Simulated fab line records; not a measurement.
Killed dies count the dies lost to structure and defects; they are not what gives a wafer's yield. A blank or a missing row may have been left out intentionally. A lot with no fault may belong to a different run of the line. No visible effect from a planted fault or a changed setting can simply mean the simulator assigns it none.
Matching of chambers -- flow sfq line -- rie diel-02 running SFQ_TRILAYER_I0_VIA_BARC_OPEN_VIA_ETCH_046: 4 sister chambers
The step etches BARC in O2, target depth 125 nm, time 41.7 s. 14 wafers are shown with their chamber, then 7 later ones without.

## EACH WAFER AND ITS CHAMBER
wafer,chamber,drypump motor current A (A),oes product au (a.u.)
L739.1,1,5.2,0.685
L739.4,3,5.7,0.689
L739.5,0,5.8,0.690
L740.1,3,5.7,0.686
L740.3,1,5.2,0.677
L740.5,0,5.8,0.689
L745.1,1,5.2,0.687
L745.3,3,5.7,0.680
L745.5,3,5.7,0.693
L753.3,0,5.8,0.689
L753.5,3,5.7,0.685
L753.6,0,5.9,0.684
L754.1,0,5.9,0.683
L754.2,2,5.3,0.685

SIGNATURES (averages over the wafers above)
reading,chamber 0,chamber 1,chamber 2,chamber 3,scatter within a chamber
drypump motor current A,5.840,5.200,5.300,5.700,0.0346
oes product au,0.68700,0.68300,0.68500,0.68660,0.00437
Rule: for each reading, subtract the chamber's mean from the wafer's reading, divide by that reading's scatter and square the result; add these up over the readings and take the root, which gives the wafer's distance from the chamber. The wafer belongs to the nearest chamber; if the next one is less than 2 further off, it can't be placed. The scatter: the root of (the sum of the squares of (reading less its chamber's mean) over the shown wafers, divided by (wafers less chambers)).

## WAFERS WITH NO CHAMBER GIVEN
wafer,drypump motor current A (A),oes product au (a.u.)
L754.4,5.2,0.687
L756.1,5.7,0.690
L756.2,5.9,0.684
L756.4,5.3,0.681
L758.3,5.9,0.694
L758.5,5.7,0.685
L758.6,5.3,0.698

## EACH ONE'S CHAMBER
wafer,from the rows above,in truth
L754.4,1,1
L756.1,3,3
L756.2,0,0
L756.4,2,2
L758.3,0,0
L758.5,3,3
L758.6,can't be placed: 2 or 1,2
Correct placement for 6 of the 7. Unplaceable from these rows: 1, with the true chamber sitting among the candidates in 1. 0 placed wrongly.
